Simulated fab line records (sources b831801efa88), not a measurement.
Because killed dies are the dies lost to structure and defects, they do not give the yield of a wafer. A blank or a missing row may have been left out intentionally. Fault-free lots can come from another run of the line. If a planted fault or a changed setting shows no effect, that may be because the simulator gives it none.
fab line records	flow sky130
record lots=14	wafers=42	lastDay=50
route steps=708 shown VIA2@520 CAPM@549 PASSIVATION@692 PAD_OPEN@707
lots untouched by any fault: they come from a run of this same line in which no faults occurred
startH: the number of hours between the record's first day and the start of the first shown wafer of the lot	waitH: hours elapsed since this lot's preceding step	" the same as in the row above	L1.1+2: one row covering several wafers at once	- no value, or no start given	* or withheld: withheld	< > ~ a bound
route shown NAME@n: names a module that has steps shown in the file, with the first one's number in the route	usual: mean and standard deviation over wafers with no fault	same: alike in all rows	chamber/n: place in a boat	sites: per-site readings	_std_site: standard deviation of those values	_edge_site: outer sites' mean less inner sites'	radiusMm: for every site, how far away it sits from the centre of the wafer	mask NAME#n: copy n	behind: tool/chamber where the wafer was last shaped	hold: reason for holding the lot/hours on hold/outcome of the hold	device: which transistor (n, p or np) failed to switch	end of line: the same wafers' tests at the end of the route	a step given without rows: its recipe and nothing more	killed: the dies lost at the first sort to structure and to defects; this is not the yield of the wafer	map: a wafer's dies, marking killed ones x, the rest . and places with no die _
set.NAME: the setting the step ran with; set.NAME@STEP: the setting that earlier step ran with	model.NAME: the simulator's own value behind a step, which no gauge read
steps of the route over a sample of lots; a table a step, a row a wafer
services: when a tool's chamber went out of use (startH, in hours from the record's first day, below 0 if earlier), for how many hours, and the reason
## steps
# step SKY_VIA2_OVL_MEAS_13
# usual VIA2_OVL=4/4.8
lot.wafer	tool	chamber	startH	waitH	VIA2_OVL[nm]
L167.2	overlay-02	-	842.92	0.1	7
L167.3	"	-	"	"	10
L167.6	"	-	"	"	8
L169.4	overlay-02	-	874.37	0.1	11
L169.5	"	-	"	"	8
L169.6	"	-	"	"	8
L171.3	overlay-01	-	881.96	0.1	10
L171.4	"	-	"	"	7
L171.6	"	-	"	"	12
L172.1	overlay-01	-	887.99	0.1	9
L172.5	"	-	"	"	8
L172.6	"	-	"	"	5
L173.2	overlay-01	-	897.66	0.1	0
L173.3	"	-	"	"	4
L173.5	"	-	"	"	5
L175.1	overlay-01	-	906.62	0.1	-7
L175.2	"	-	"	"	5
L175.3	"	-	"	"	1
L176.2	overlay-01	-	915.70	0.1	9
L176.4	"	-	"	"	6
L176.6	"	-	"	"	9
L177.2	overlay-02	-	935.70	0.1	14
L177.3	"	-	"	"	10
L177.4	"	-	"	"	10
L178.3	overlay-02	-	936.57	0.1	5
L178.4	"	-	"	"	13
L178.5	"	-	"	"	7
L186.1	overlay-01	-	995.04	0.1	-4
L186.3	"	-	"	"	-2
L186.5	"	-	"	"	4
L187.3	overlay-01	-	996.03	0.1	7
L187.4	"	-	"	"	7
L187.6	"	-	"	"	10
L188.2	overlay-01	-	1002.22	0.1	7
L188.3	"	-	"	"	2
L188.5	"	-	"	"	3
L189.2	overlay-01	-	1006.42	0.1	5
L189.3	"	-	"	"	6
L189.5	"	-	"	"	8
L190.2	overlay-01	-	1016.36	0.1	-5
L190.3	"	-	"	"	4
L190.4	"	-	"	"	-7
# step SKY_CAPM_OVL_MEAS_12
# usual CAPM_OVL=0.6/1.3
lot.wafer	tool	chamber	startH	waitH	CAPM_OVL[nm]
L167.2	overlay-01	-	871.07	0.1	-0.5
L167.3	"	-	"	"	-2.0
L167.6	"	-	"	"	0.0
L169.4	overlay-02	-	901.35	0.1	2.1
L169.5	"	-	"	"	0.0
L169.6	"	-	"	"	2.2
L171.3	overlay-02	-	909.73	0.1	1.5
L171.4	"	-	"	"	0.5
L171.6	"	-	"	"	0.9
L172.1	overlay-02	-	914.07	0.1	0.2
L172.5	"	-	"	"	1.0
L172.6	"	-	"	"	0.7
L173.2	overlay-01	-	924.64	0.1	1.0
L173.3	"	-	"	"	-0.4
L173.5	"	-	"	"	0.2
L175.1	overlay-01	-	932.92	0.1	0.9
L175.2	"	-	"	"	-1.0
L175.3	"	-	"	"	-2.2
L176.2	overlay-02	-	941.98	0.1	-0.9
L176.4	"	-	"	"	1.3
L176.6	"	-	"	"	-0.6
L177.2	overlay-01	-	961.34	0.1	1.2
L177.3	"	-	"	"	0.7
L177.4	"	-	"	"	2.0
L178.3	overlay-02	-	962.73	0.1	0.3
L178.4	"	-	"	"	0.8
L178.5	"	-	"	"	1.2
L186.1	overlay-02	-	1019.62	0.1	-0.2
L186.3	"	-	"	"	-0.5
L186.5	"	-	"	"	-1.1
L187.3	overlay-02	-	1020.68	0.1	-0.3
L187.4	"	-	"	"	1.9
L187.6	"	-	"	"	0.3
L188.2	overlay-02	-	1026.42	0.1	-0.4
L188.3	"	-	"	"	1.7
L188.5	"	-	"	"	1.5
L189.2	overlay-01	-	1030.43	0.1	1.6
L189.3	"	-	"	"	4.0
L189.5	"	-	"	"	2.0
L190.2	overlay-02	-	1040.53	0.1	3.2
L190.3	"	-	"	"	2.9
L190.4	"	-	"	"	3.1
# step SKY_PASSIVATION_ETCH_11
# recipe chemistry=CF4/O2	targetDepthNm=725	stopOn=AlCu	sourceW=800	biasW=150	pressureMtorr=150	cf4FlowSccm=80	O2_flow_sccm=10	timeS=161.1
# usual O2_flow_sccm=10.00/0.03	biasW=150.0/0.44	drypumpMotorCurrentA=5.6/0.46	oesProductAu=0.978/0.0063	throttleValvePct=5.964/0.0094
lot.wafer	tool	chamber	startH	waitH	O2_flow_sccm	biasW	drypumpMotorCurrentA	oesProductAu	rfHoursCounterH	throttleValvePct
L167.2	rieDiel-01	1	1047.40	-	9.97	150.2	5.5	0.976	9	5.946
L167.3	"	3	"	"	9.98	149.3	5.0	0.979	17	5.963
L167.6	"	0	"	"	10.01	150.0	5.1	0.973	-	5.953
L169.4	rieDiel-04	3	1071.62	-	9.98	149.9	5.8	0.986	20	5.974
L169.5	"	0	"	"	10.04	149.8	5.1	0.979	-	5.960
L169.6	"	1	"	"	9.99	149.7	6.8	0.983	-	5.956
L171.3	rieDiel-01	2	1081.22	-	9.98	150.1	5.4	0.978	11	5.980
L171.4	"	1	"	"	10.01	149.9	5.5	0.981	10	5.966
L171.6	"	3	"	"	10.01	150.2	5.0	0.977	-	5.982
L172.1	rieDiel-01	3	1082.10	-	9.90	148.9	5.0	0.978	18	5.964
L172.5	"	1	"	"	10.00	150.3	5.5	0.991	-	5.953
L172.6	"	0	"	"	9.99	149.7	5.1	0.980	-	5.964
L173.2	rieDiel-04	2	1091.25	-	10.01	150.3	5.7	0.972	25	5.975
L173.3	"	0	"	"	10.00	150.5	5.1	0.973	6	5.968
L173.5	"	2	"	"	10.05	149.4	5.7	0.989	-	5.962
L175.1	rieDiel-01	1	1098.45	-	9.97	150.0	5.4	0.982	11	5.988
L175.2	"	3	"	"	10.04	150.3	5.0	0.977	18	5.968
L175.3	"	0	"	"	9.97	150.1	5.1	0.975	5	5.968
L176.2	rieDiel-02	1	1107.79	-	10.05	149.8	6.0	0.974	12	5.947
L176.4	"	2	"	"	10.01	150.8	5.5	0.976	14	5.970
L176.6	"	3	"	"	10.03	150.8	5.8	0.970	-	5.959
L177.2	rieDiel-04	2	1123.20	-	10.05	149.3	5.6	0.981	27	5.978
L177.3	"	1	"	"	10.01	150.0	6.8	0.973	25	5.978
L177.4	"	3	"	"	10.03	149.8	5.8	0.978	22	5.963
L178.3	rieDiel-04	1	1126.90	-	10.02	149.2	6.8	0.974	25	5.953
L178.4	"	0	"	"	10.01	150.1	5.1	0.980	7	5.980
L178.5	"	3	"	"	10.00	149.3	5.8	0.976	-	5.945
L186.1	rieDiel-02	1	1170.90	-	-	-	-	-	-	-
L186.3	"	3	"	"	-	-	-	-	-	-
L186.5	"	3	"	"	-	-	-	-	-	-
L187.3	rieDiel-01	1	1171.24	-	-	-	-	-	-	-
L187.4	"	0	"	"	-	-	-	-	-	-
L187.6	"	1	"	"	-	-	-	-	-	-
L188.2	rieDiel-04	0	1175.08	-	9.97	149.9	5.0	0.978	9	5.958
L188.3	"	2	"	"	9.99	149.5	5.7	0.972	29	5.972
L188.5	"	0	"	"	10.03	150.7	5.0	0.985	-	5.980
L189.2	rieDiel-01	1	1178.68	-	10.02	150.5	5.5	0.969	13	5.951
L189.3	"	2	"	"	9.98	150.8	5.4	0.988	15	5.979
L189.5	"	2	"	"	10.01	150.5	5.4	0.987	-	5.977
L190.2	rieDiel-04	1	1186.65	-	9.98	149.5	6.8	0.983	27	5.970
L190.3	"	0	"	"	10.03	150.4	5.0	0.979	9	5.960
L190.4	"	3	"	"	9.98	150.1	5.8	0.987	25	5.985
# step SKY_PASSIVATION_STRIP_12
# recipe chemistry=O2/N2	powerW=1400	pressureMtorr=1500	platenTempC=withheld	overashFraction=0.7	o2FlowSccm=3000	n2FlowSccm=300
# usual drypumpMotorCurrentA=5.7/0.59	oesProductAu=0.661/0.0046	stripTimeToEndpointS=31.56/0.1
lot.wafer	tool	chamber	startH	waitH	drypumpMotorCurrentA	oesProductAu	rfHoursCounterH	stripTimeToEndpointS
L167.2	plasmaAsher-04	1	1047.50	0.1	5.1	0.655	77	31.39
L167.3	"	1	"	"	5.1	0.657	-	31.44
L167.6	"	1	"	"	5.1	0.657	-	31.26
L169.4	plasmaAsher-03	1	1071.76	0.1	5.9	0.664	-	31.52
L169.5	"	1	"	"	5.8	0.662	-	31.50
L169.6	"	0	"	"	5.0	0.662	-	31.48
L171.3	plasmaAsher-02	0	1081.36	0.1	6.4	0.653	-	31.62
L171.4	"	1	"	"	6.3	0.656	-	31.61
L171.6	"	1	"	"	6.3	0.670	-	31.62
L172.1	plasmaAsher-02	1	1082.20	0.1	6.3	0.654	71	31.47
L172.5	"	0	"	"	6.4	0.658	-	31.51
L172.6	"	1	"	"	6.3	0.664	-	31.46
L173.2	plasmaAsher-02	0	1091.35	0.1	6.4	0.663	72	31.48
L173.3	"	1	"	"	6.3	0.664	-	31.63
L173.5	"	0	"	"	6.4	0.659	-	31.50
L175.1	plasmaAsher-03	0	1098.56	0.1	5.0	0.662	3	31.54
L175.2	"	1	"	"	5.8	0.654	3	31.64
L175.3	"	1	"	"	5.8	0.661	-	31.61
L176.2	plasmaAsher-02	0	1107.89	0.1	6.4	0.664	73	31.73
L176.4	"	1	"	"	6.3	0.663	-	31.79
L176.6	"	0	"	"	6.4	0.657	-	31.70
L177.2	plasmaAsher-04	0	1123.31	0.1	5.1	0.659	85	31.60
L177.3	"	0	"	"	5.1	0.657	-	31.67
L177.4	"	1	"	"	5.1	0.665	-	31.64
L178.3	plasmaAsher-02	1	1127.04	0.1	6.3	0.658	-	31.74
L178.4	"	0	"	"	6.4	0.670	-	31.76
L178.5	"	0	"	"	6.4	0.661	-	31.75
L186.1	plasmaAsher-02	0	1171.01	0.1	6.4	0.662	79	36.81
L186.3	"	1	"	"	6.3	0.666	-	36.79
L186.5	"	0	"	"	6.4	0.666	-	36.86
L187.3	plasmaAsher-03	1	1171.38	0.1	5.8	0.664	-	36.97
L187.4	"	0	"	"	5.0	0.667	-	37.07
L187.6	"	1	"	"	5.8	0.665	-	37.15
L188.2	plasmaAsher-04	1	1175.18	0.1	5.1	0.659	90	31.59
L188.3	"	0	"	"	5.1	0.652	-	31.72
L188.5	"	1	"	"	5.1	0.659	-	31.63
L189.2	plasmaAsher-04	0	1178.78	0.1	5.2	0.668	90	31.53
L189.3	"	1	"	"	5.1	0.665	-	31.53
L189.5	"	0	"	"	5.1	0.661	-	31.58
L190.2	plasmaAsher-04	0	1186.76	0.1	5.1	0.663	91	31.52
L190.3	"	0	"	"	5.1	0.658	-	31.56
L190.4	"	1	"	"	5.1	0.653	-	31.57
# step SKY_PAD_OPEN_BOW_MEAS_13
# recipe mode=bow
# usual PAD_OPEN_BOW=47/9.3
lot.wafer	tool	chamber	startH	waitH	PAD_OPEN_BOW[um]
L167.2	filmMetro-02	-	1071.35	-	34
L167.3	"	-	"	"	41
L167.6	"	-	"	"	41
L169.4	filmMetro-01	-	1094.41	-	39
L169.5	"	-	"	"	55
L169.6	"	-	"	"	34
L171.3	filmMetro-02	-	1104.18	-	46
L171.4	"	-	"	"	43
L171.6	"	-	"	"	41
L172.1	filmMetro-02	-	1105.23	-	52
L172.5	"	-	"	"	46
L172.6	"	-	"	"	45
L173.2	filmMetro-02	-	1114.11	-	60
L173.3	"	-	"	"	62
L173.5	"	-	"	"	47
L175.1	filmMetro-01	-	1121.30	-	33
L175.2	"	-	"	"	40
L175.3	"	-	"	"	32
L176.2	filmMetro-03	-	1130.48	-	52
L176.4	"	-	"	"	45
L176.6	"	-	"	"	59
L177.2	filmMetro-01	-	1144.09	-	59
L177.3	"	-	"	"	40
L177.4	"	-	"	"	43
L178.3	filmMetro-02	-	1148.05	-	44
L178.4	"	-	"	"	49
L178.5	"	-	"	"	36
L188.2	filmMetro-03	-	1193.89	-	50
L188.3	"	-	"	"	45
L188.5	"	-	"	"	49
L189.2	filmMetro-01	-	1197.30	-	68
L189.3	"	-	"	"	51
L189.5	"	-	"	"	42
L190.2	filmMetro-03	-	1203.94	-	47
L190.3	"	-	"	"	55
L190.4	"	-	"	"	60
## services
tool	chamber	startH	hours	kind
rieDiel-01	1	1023.51	2.0	repair
plasmaAsher-02	-	1027.01	3.2	repair
rieDiel-02	-	1039.46	0.7	repair
plasmaAsher-03	-	1055.25	9.0	pm
plasmaAsher-03	0	1055.25	9.0	ventCycle
plasmaAsher-03	1	1055.25	9.0	ventCycle
rieDiel-01	3	1055.79	7.7	repair
rieDiel-01	1	1060.84	11.3	repair
plasmaAsher-03	0	1064.25	-	clean
plasmaAsher-03	1	1064.25	-	clean
plasmaAsher-04	-	1070.27	0.7	repair
plasmaAsher-04	-	1088.34	2.3	repair
rieDiel-01	3	1123.56	9.6	repair
plasmaAsher-04	-	1132.31	2.0	repair
rieDiel-02	0	1159.77	3.3	repair
rieDiel-01	3	1163.65	28.8	repair
rieDiel-04	-	1168.74	2.8	pm
plasmaAsher-03	-	1174.95	1.4	repair
rieDiel-01	-	1179.15	2.1	repair
## key
firstSign step=SKY_PASSIVATION_ETCH_11	reading=toolRecord	direction=missing
effect step=SKY_PASSIVATION_STRIP_12	reading=stripTimeToEndpointS	direction=up	sigmas=52	usual=*	struck=*
metAt SKY_PASSIVATION_ETCH_11
struckLots L186,L187
laterRowsLeftOut L186.1,L186.3,L186.5,L187.3,L187.4,L187.6
sortLeftOut L186.1,L186.3,L186.5,L187.3,L187.4,L187.6
notActingAt SKY_VIA2_OVL_MEAS_13,SKY_CAPM_OVL_MEAS_12,SKY_PAD_OPEN_BOW_MEAS_13
onsetBetween 1107.79 1170.90
fault kind=skippedStepWhole	tool=rieDiel-01,rieDiel-02	chamber=-	onsetH=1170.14	steps=SKY_PASSIVATION_ETCH_11	scope=struckLotsOnly
# sortLeftOut: the simulated sort isn't trusted on such a fault, so these wafers' sort isn't shown, and their yield isn't known
# laterRowsLeftOut: the simulator's readings of these wafers behind a module that went badly wrong aren't trusted and aren't shown, but for the sort
